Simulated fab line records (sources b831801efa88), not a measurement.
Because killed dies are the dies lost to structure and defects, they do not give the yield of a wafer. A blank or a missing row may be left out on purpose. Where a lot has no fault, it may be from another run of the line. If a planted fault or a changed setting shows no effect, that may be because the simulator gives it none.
fab line records	flow sky130
record lots=7	wafers=21	last_day=50
route steps=708 shown FIELD_ISO@11 VT_ADJUST_HVTP@92 VT_ADJUST_LVTN@104 PAD_OPEN@708
lots with no fault: from the same line, run without faults
start_h: hours from the record's first day to the start of the lot's first wafer shown	wait_h: time in hours since the lot's previous step	" unchanged from the row above	L1.1+2: one row covering several wafers at once	- no value, or no start given	* or withheld: withheld	< > ~ a bound
route shown NAME@n: a module of which the file shows steps, and the number in the route of the first	usual: average and standard deviation across the fault-free wafers	same: alike in all rows	chamber/n: place in a boat	sites: the reading at each site	_std_site: standard deviation across them	_edge_site: inner sites' mean taken away from outer sites' mean	radius_mm: how far each site lies from the wafer's centre	mask NAME#n: copy n	behind: the tool/chamber that last shaped the wafer	hold: reason for holding the lot/hours on hold/outcome of the hold	device: the transistor (n, p or np) that didn't switch	end of line: tests of these same wafers at the route's end	a step with no rows: only its recipe	killed: dies that structure and defects cost at the first sort, which is not the same as the wafer's yield	map: dies across one wafer; x = killed, . = not, _ = none there
set.NAME: setting as actually run; set.NAME@STEP: the setting as run at that earlier step	model.NAME: the simulator's own value behind a step, which no gauge read
steps of the route over a sample of lots; a table a step, a row a wafer
services: the hour from which a tool's chamber was out of use, counted from the record's first day as start_h (under 0 if before that day), plus the number of hours and why
## steps
# step SKY_FIELD_ISO_EXPOSE_10
# recipe mask_id=FOM	na=0.68	source_shape=annular	sigma_inner=0.4	sigma_outer=0.8	target_cd_nm=150	dose_mj=28
# usual exposure_dose_mJ_cm2=28.001/0.027	focus_offset_nm=0.0/0.61
# same na=0.68	sigma_inner=0.4
lot.wafer	tool	chamber	start_h	wait_h	mask	exposure_dose_mJ_cm2	focus_offset_nm
L397.1	krf_scanner-02	0	27.61	-	FOM#0	27.954	0.1
L397.4	"	0	"	"	FOM#0	27.975	0.3
L397.6	"	0	"	"	FOM#0	27.945	-0.6
L399.1	krf_scanner-01	0	37.48	-	FOM#0	27.981	0.3
L399.4	"	0	"	"	FOM#0	28.011	0.4
L399.5	"	0	"	"	FOM#0	27.949	0.4
L407.2	krf_scanner-01	0	77.68	-	FOM#0	25.712	-0.1
L407.3	"	0	"	"	FOM#0	25.755	-0.2
L407.6	"	0	"	"	FOM#0	25.684	0.6
L410.2	krf_scanner-02	0	91.80	-	FOM#0	27.981	-0.7
L410.4	"	0	"	"	FOM#0	28.011	-1.4
L410.5	"	0	"	"	FOM#0	27.987	-1.4
L413.2	krf_scanner-02	0	108.80	-	FOM#0	28.051	0.2
L413.3	"	0	"	"	FOM#0	28.002	-0.3
L413.6	"	0	"	"	FOM#0	28.047	0.2
L415.1	krf_scanner-02	0	117.93	-	FOM#0	28.007	0.2
L415.3	"	0	"	"	FOM#0	27.982	-0.1
L415.5	"	0	"	"	FOM#0	28.043	-0.7
L416.1	krf_scanner-02	0	123.38	-	FOM#0	28.005	-0.3
L416.4	"	0	"	"	FOM#0	28.009	-0.7
L416.6	"	0	"	"	FOM#0	28.001	0.0
# step SKY_FIELD_ISO_CD_MEAS_13
# recipe target_cd_nm=150
# usual cd_nm=149.9/1.7
lot.wafer	tool	chamber	start_h	wait_h	hold	cd_nm
L397.1	cd_sem-01	-	35.01	-	-	151.4
L397.4	"	-	"	"	-	152.6
L397.6	"	-	"	"	-	151.5
L399.1	cd_sem-02	-	45.16	-	-	151.5
L399.4	"	-	"	"	-	150.7
L399.5	"	-	"	"	-	151.0
L407.2	cd_sem-01	-	86.10	-	await_dispo/0.2h/release	87.9
L407.3	"	-	"	"	await_dispo/0.2h/release	45.0
L407.6	"	-	"	"	await_dispo/0.2h/release	23.6
L407.2	cd_sem-01	-	86.55	0.4	-	87.7
L407.3	"	-	"	"	-	45.1
L407.6	"	-	"	"	-	24.0
L410.2	cd_sem-02	-	101.05	-	-	148.7
L410.4	"	-	"	"	-	150.2
L410.5	"	-	"	"	-	148.9
L413.2	cd_sem-02	-	117.75	-	-	149.3
L413.3	"	-	"	"	-	150.3
L413.6	"	-	"	"	-	149.1
L415.1	cd_sem-01	-	127.11	-	-	149.2
L415.3	"	-	"	"	-	149.7
L415.5	"	-	"	"	-	149.6
L416.1	cd_sem-02	-	132.26	-	-	147.9
L416.4	"	-	"	"	-	146.2
L416.6	"	-	"	"	-	148.1
# step SKY_VT_ADJUST_HVTP_CD_MEAS_07
# recipe target_cd_nm=380
# usual cd_nm=378.9/2.2
lot.wafer	tool	chamber	start_h	wait_h	cd_nm
L397.1	cd_sem-02	-	130.43	0.1	381.5
L397.4	"	-	"	"	379.2
L397.6	"	-	"	"	380.1
L399.1	cd_sem-01	-	141.68	0.1	379.1
L399.4	"	-	"	"	378.4
L399.5	"	-	"	"	378.9
L410.2	cd_sem-01	-	210.05	0.1	377.0
L410.4	"	-	"	"	378.9
L410.5	"	-	"	"	377.9
L413.2	cd_sem-02	-	227.67	0.1	377.5
L413.3	"	-	"	"	378.5
L413.6	"	-	"	"	379.3
L415.1	cd_sem-02	-	240.46	0.1	380.0
L415.3	"	-	"	"	377.7
L415.5	"	-	"	"	378.4
L416.1	cd_sem-02	-	244.10	0.1	379.5
L416.4	"	-	"	"	379.1
L416.6	"	-	"	"	379.8
# step SKY_VT_ADJUST_HVTP_STRIP_10
# recipe chemistry=O2/N2	power_w=1400	pressure_mtorr=1500	platen_temp_c=withheld	o2_flow_sccm=3000	n2_flow_sccm=300	overash_fraction=0.5
# usual chamber_pressure_mTorr=1499.9/1.2	drypump_motor_current_A=5.8/0.37	oes_product_au=0.716/0.0043	strip_time_to_endpoint_s=14.19/0.043
lot.wafer	tool	chamber	start_h	wait_h	chamber_pressure_mTorr	drypump_motor_current_A	oes_product_au	rf_hours_counter_h	strip_time_to_endpoint_s
L397.1	plasma_asher-01	0	130.74	0.1	1499.7	6.4	0.712	32	14.20
L397.4	"	0	"	"	1501.0	6.4	0.718	-	14.19
L397.6	"	0	"	"	1499.7	6.4	0.706	-	14.19
L399.1	plasma_asher-03	0	141.99	0.1	1502.4	5.2	0.711	46	14.19
L399.4	"	1	"	"	1499.2	6.0	0.716	-	14.14
L399.5	"	1	"	"	1501.1	6.0	0.714	-	14.18
L410.2	plasma_asher-04	0	210.34	0.1	1498.9	5.7	0.719	51	14.22
L410.4	"	1	"	"	1499.4	5.9	0.719	-	14.19
L410.5	"	1	"	"	1501.7	5.9	0.720	-	14.16
L413.2	plasma_asher-04	1	227.96	0.1	1502.3	5.9	0.715	53	14.20
L413.3	"	0	"	"	1499.9	5.6	0.717	-	14.16
L413.6	"	1	"	"	1499.7	5.9	0.712	-	14.20
L415.1	plasma_asher-01	1	240.76	0.1	1501.5	5.6	0.715	42	14.19
L415.3	"	1	"	"	1501.4	5.6	0.711	-	14.22
L415.5	"	0	"	"	1497.1	6.4	0.719	-	14.23
L416.1	plasma_asher-01	0	244.41	0.1	1500.9	6.4	0.721	42	14.26
L416.4	"	0	"	"	1498.4	6.3	0.719	-	14.23
L416.6	"	0	"	"	1501.5	6.3	0.720	-	14.27
# step SKY_VT_ADJUST_LVTN_OVL_MEAS_07
# usual VT_ADJUST_LVTN_OVL=0.1/1.6
lot.wafer	tool	chamber	start_h	wait_h	VT_ADJUST_LVTN_OVL[nm]
L397.1	overlay-01	-	151.01	-	1.2
L397.4	"	-	"	"	-1.4
L397.6	"	-	"	"	0.7
L399.1	overlay-02	-	162.06	-	-0.4
L399.4	"	-	"	"	0.5
L399.5	"	-	"	"	-1.2
L410.2	overlay-02	-	231.91	-	3.2
L410.4	"	-	"	"	3.1
L410.5	"	-	"	"	1.5
L413.2	overlay-02	-	249.66	-	-1.2
L413.3	"	-	"	"	-1.8
L413.6	"	-	"	"	0.7
L415.1	overlay-01	-	263.50	-	0.0
L415.3	"	-	"	"	-0.1
L415.5	"	-	"	"	-1.4
L416.1	overlay-01	-	267.26	-	-0.5
L416.4	"	-	"	"	2.0
L416.6	"	-	"	"	0.2
# step SKY_PAD_OPEN_PROBE_99
# usual killed_at_M0_to_M3=43/7.9	killed_at_M4_up=2.9/1.8	killed_at_contacts=24/5.5	killed_at_front_end=15/4.2	killed_at_other=0.2/0.46	killed_dies=86/11	killed_on_rim=17/4.1	killed_open=47/8.1	killed_short=39/6.4
# same gross_dies=492	killed_at_back_side=0
lot.wafer	tool	chamber	start_h	wait_h	hold	killed_at_M0_to_M3	killed_at_M4_up	killed_at_contacts	killed_at_front_end	killed_at_other	killed_dies	killed_on_rim	killed_open	killed_short
L397.1	prober-02	-	1089.00	0.1	-	35	6	39	14	0	94	19	42	52
L397.4	prober-02	-	1089.15	0.2	-	28	4	19	15	0	66	12	37	29
L397.6	prober-02	-	1089.25	0.2	-	66	0	22	23	1	112	30	78	34
L399.1	prober-02	-	1100.20	0.1	-	48	3	27	19	1	98	17	57	41
L399.4	prober-02	-	1100.35	0.2	-	45	3	19	11	0	78	8	42	36
L399.5	prober-02	-	1100.40	0.2	-	50	4	22	18	0	94	24	52	42
L407.2	prober-02	-	1149.73	0.1	await_dispo/3.4h/scrap	45	4	21	422	0	492	96	39	49
L407.3	prober-02	-	1149.78	0.2	await_dispo/3.4h/scrap	49	4	17	422	0	492	96	60	36
L407.6	prober-02	-	1149.93	0.2	await_dispo/3.4h/scrap	32	1	21	438	0	492	96	35	38
L410.2	prober-01	-	1163.40	0.1	-	41	3	15	17	1	77	24	41	36
L410.4	prober-01	-	1163.50	0.2	-	59	2	24	25	0	110	16	65	45
L410.5	prober-01	-	1163.55	0.2	-	51	2	17	15	1	86	19	53	33
L413.2	prober-02	-	1177.13	0.1	-	37	4	27	19	0	87	10	46	41
L413.3	prober-02	-	1177.18	0.2	-	39	3	27	18	0	87	20	47	40
L413.6	prober-02	-	1177.33	0.2	-	50	4	19	14	0	87	14	44	43
L415.1	prober-02	-	1185.08	0.1	-	54	2	25	19	0	100	17	46	54
L415.3	prober-02	-	1185.18	0.2	-	34	6	23	23	0	86	24	37	49
L415.5	prober-02	-	1185.28	0.2	-	43	1	21	14	0	79	18	44	35
L416.1	prober-01	-	1189.01	0.1	-	44	3	31	18	0	96	24	51	45
L416.4	prober-01	-	1189.16	0.2	-	48	4	21	14	0	87	15	38	49
L416.6	prober-01	-	1189.26	0.2	-	67	2	27	11	0	107	21	61	46
# killed by level:class
L397.1 CONTACT:geometric_particle:open=13 LI_CONTACT:geometric_particle:open=9 CONTACT:geometric_particle:short=8 METAL2:geometric_particle:short=7 VIA1:geometric_particle:open=7 LOCAL_INTERCONNECT:geometric_particle:short=6 VIA1:geometric_particle:short=6 METAL4:geometric_particle:short=5
L397.4 VIA1:geometric_particle:open=7 CONTACT:geometric_particle:open=6 FIELD_ISO:geometric_particle:short=5 POLY_GATE:geometric_particle:open=5 LI_CONTACT:geometric_particle:open=5 VIA2:geometric_particle:open=5 VIA2:geometric_particle:short=3 LOCAL_INTERCONNECT:geometric_particle:short=3
L397.6 VIA1:geometric_particle:open=21 VIA2:geometric_particle:open=15 LI_CONTACT:geometric_particle:open=9 CONTACT:geometric_particle:open=7 VIA1:geometric_particle:short=6 METAL2:geometric_particle:short=6 FIELD_ISO:geometric_particle:open=5 METAL1:geometric_particle:short=5
L399.1 VIA2:geometric_particle:open=14 VIA1:geometric_particle:open=12 CONTACT:geometric_particle:open=9 LI_CONTACT:geometric_particle:open=8 FIELD_ISO:geometric_particle:short=7 VIA1:geometric_particle:short=5 VIA3:geometric_particle:open=4 LI_CONTACT:geometric_particle:short=4
L399.4 VIA1:geometric_particle:open=18 CONTACT:geometric_particle:short=7 CONTACT:geometric_particle:open=7 METAL3:geometric_particle:short=7 METAL2:geometric_particle:short=6 METAL1:geometric_particle:short=4 VIA2:geometric_particle:open=4 FIELD_ISO:geometric_particle:open=3
L399.5 VIA2:geometric_particle:open=13 VIA1:geometric_particle:open=8 FIELD_ISO:geometric_particle:short=7 CONTACT:geometric_particle:open=7 VIA1:geometric_particle:short=6 FIELD_ISO:geometric_particle:open=5 CONTACT:geometric_particle:short=5 METAL1:geometric_particle:short=5
L407.2 FIELD_ISO:area_expose=404 FIELD_ISO:geometric_particle:open=8 CONTACT:geometric_particle:open=7 VIA1:geometric_particle:open=7 METAL2:geometric_particle:short=7 VIA2:geometric_particle:open=7 LOCAL_INTERCONNECT:geometric_particle:short=6 FIELD_ISO:geometric_particle:short=5
L407.3 FIELD_ISO:area_expose=396 FIELD_ISO:geometric_particle:open=11 VIA1:geometric_particle:open=11 VIA3:geometric_particle:open=9 VIA2:geometric_particle:open=8 CONTACT:geometric_particle:open=6 FIELD_ISO:geometric_particle:short=5 VIA1:geometric_particle:short=5
L407.6 FIELD_ISO:area_expose=419 VIA1:geometric_particle:open=9 CONTACT:geometric_particle:open=8 VIA1:geometric_particle:short=7 CONTACT:geometric_particle:short=7 FIELD_ISO:geometric_particle:open=5 POLY_GATE:geometric_particle:short=5 METAL1:geometric_particle:short=4
L410.2 VIA3:geometric_particle:open=9 VIA2:geometric_particle:open=6 VIA3:geometric_particle:short=5 FIELD_ISO:geometric_particle:short=4 FIELD_ISO:geometric_particle:open=4 CONTACT:geometric_particle:open=4 METAL1:geometric_particle:short=4 VIA1:geometric_particle:open=4
L410.4 VIA1:geometric_particle:open=13 VIA3:geometric_particle:open=10 POLY_GATE:geometric_particle:open=9 CONTACT:geometric_particle:open=8 VIA2:geometric_particle:open=8 LI_CONTACT:geometric_particle:open=7 METAL2:geometric_particle:short=7 FIELD_ISO:geometric_particle:short=6
L410.5 VIA1:geometric_particle:open=14 VIA3:geometric_particle:open=7 CONTACT:geometric_particle:open=7 METAL1:geometric_particle:short=6 VIA2:geometric_particle:open=6 VIA3:geometric_particle:short=5 LI_CONTACT:geometric_particle:open=5 POLY_GATE:geometric_particle:open=4
L413.2 CONTACT:geometric_particle:open=11 VIA1:geometric_particle:open=9 VIA1:geometric_particle:short=8 POLY_GATE:geometric_particle:open=5 LI_CONTACT:geometric_particle:open=5 CONTACT:geometric_particle:short=5 METAL2:geometric_particle:short=5 VIA2:geometric_particle:open=5
L413.3 VIA1:geometric_particle:open=9 CONTACT:geometric_particle:open=9 VIA2:geometric_particle:open=7 LOCAL_INTERCONNECT:geometric_particle:short=7 VIA3:geometric_particle:open=6 LI_CONTACT:geometric_particle:open=5 VIA1:geometric_particle:short=5 POLY_GATE:geometric_particle:short=4
L413.6 VIA1:geometric_particle:open=13 METAL1:geometric_particle:short=8 VIA1:geometric_particle:short=8 LI_CONTACT:geometric_particle:open=6 CONTACT:geometric_particle:open=6 FIELD_ISO:geometric_particle:open=5 CONTACT:geometric_particle:short=5 FIELD_ISO:geometric_particle:short=4
L415.1 VIA1:geometric_particle:open=15 LOCAL_INTERCONNECT:geometric_particle:short=7 CONTACT:geometric_particle:open=7 METAL3:geometric_particle:short=7 FIELD_ISO:geometric_particle:open=6 VIA1:geometric_particle:short=6 CONTACT:geometric_particle:short=5 METAL2:geometric_particle:short=5
L415.3 POLY_GATE:geometric_particle:short=8 VIA1:geometric_particle:open=8 METAL2:geometric_particle:short=8 FIELD_ISO:geometric_particle:short=7 LI_CONTACT:geometric_particle:open=7 CONTACT:geometric_particle:open=7 VIA1:geometric_particle:short=4 METAL1:geometric_particle:short=4
L415.5 CONTACT:geometric_particle:open=9 METAL3:geometric_particle:short=7 METAL2:geometric_particle:short=7 FIELD_ISO:geometric_particle:open=6 VIA1:geometric_particle:short=6 VIA1:geometric_particle:open=6 VIA3:geometric_particle:open=6 LI_CONTACT:geometric_particle:open=4
L416.1 CONTACT:geometric_particle:open=14 METAL1:geometric_particle:short=8 VIA2:geometric_particle:open=8 CONTACT:geometric_particle:short=7 VIA1:geometric_particle:open=6 FIELD_ISO:geometric_particle:short=5 LI_CONTACT:geometric_particle:open=5 POLY_GATE:geometric_particle:short=4
L416.4 METAL1:geometric_particle:short=9 VIA2:geometric_particle:open=7 VIA1:geometric_particle:open=7 LI_CONTACT:geometric_particle:open=6 CONTACT:geometric_particle:open=6 METAL2:geometric_particle:short=6 FIELD_ISO:geometric_particle:short=4 FIELD_ISO:geometric_particle:open=4
L416.6 VIA2:geometric_particle:open=13 CONTACT:geometric_particle:open=12 VIA3:geometric_particle:open=12 METAL3:geometric_particle:short=9 METAL2:geometric_particle:short=7 LI_CONTACT:geometric_particle:open=6 VIA1:geometric_particle:open=6 VIA2:geometric_particle:short=5
## services
tool	chamber	start_h	hours	kind
krf_scanner-01	-	11.37	1.3	pm
krf_scanner-02	-	20.10	1.0	pm
krf_scanner-01	-	38.34	4.0	pm
krf_scanner-02	-	55.63	3.7	repair
krf_scanner-02	-	67.51	2.5	repair
krf_scanner-02	-	73.98	1.3	pm
krf_scanner-01	-	84.83	0.8	pm
krf_scanner-02	-	93.51	0.8	pm
plasma_asher-04	-	104.48	2.5	repair
plasma_asher-03	-	124.32	2.8	pm
krf_scanner-01	-	145.23	0.6	repair
krf_scanner-01	-	155.41	1.0	pm
krf_scanner-01	-	156.95	0.3	repair
krf_scanner-02	-	169.33	0.1	repair
krf_scanner-01	-	181.44	1.0	repair
krf_scanner-01	-	187.27	1.3	pm
krf_scanner-02	-	189.10	1.0	pm
krf_scanner-02	-	190.45	7.2	pm
krf_scanner-02	-	220.25	3.8	repair
krf_scanner-01	-	229.59	0.8	pm
## key
first_sign step=SKY_FIELD_ISO_EXPOSE_10	reading=exposure_dose_mJ_cm2	direction=down	sigmas=84	usual=*	struck=*
effect step=SKY_FIELD_ISO_CD_MEAS_13	reading=visit	direction=added	through=control_loop
effect step=SKY_FIELD_ISO_CD_MEAS_13	reading=cd_nm	direction=down	sigmas=57	usual=149.9	struck=52.2	through=control_loop
effect step=SKY_PAD_OPEN_PROBE_99	reading=killed_at_front_end	direction=up	sigmas=98	usual=15	struck=427
more_kills_born_at SKY_FIELD_ISO_EXPOSE_10@krf_scanner-01=1219
met_at SKY_FIELD_ISO_EXPOSE_10
struck_lots L407
later_rows_left_out L407.2,L407.3,L407.6
tester_left_out L407
loop_trim step=SKY_FIELD_ISO_EXPOSE_10	setting=dose	lots=L407
not_acting_at SKY_VT_ADJUST_HVTP_CD_MEAS_07,SKY_VT_ADJUST_HVTP_STRIP_10,SKY_VT_ADJUST_LVTN_OVL_MEAS_07
onset_between 37.48 77.68
fault kind=process_parameter_drift	tool=krf_scanner-01	chamber=-	onset_h=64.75	steps=SKY_FIELD_ISO_EXPOSE_10	channel=focus_nm	offset=446.98	spread_by_wafer=0.3	shape=step	end_h=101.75
# tester_left_out: of these lots the tester's yield and bins aren't shown, on N5 and GAA mostly nor the transistor test; their killed dies are dies lost to structure and defects alone, not to doping, threshold or leakage, so they don't give the yield
# later_rows_left_out: the simulator's readings of these wafers behind a module that went badly wrong aren't trusted and aren't shown, but for the sort
# loop_trim: a control loop set the setting to another value than it would have without faults
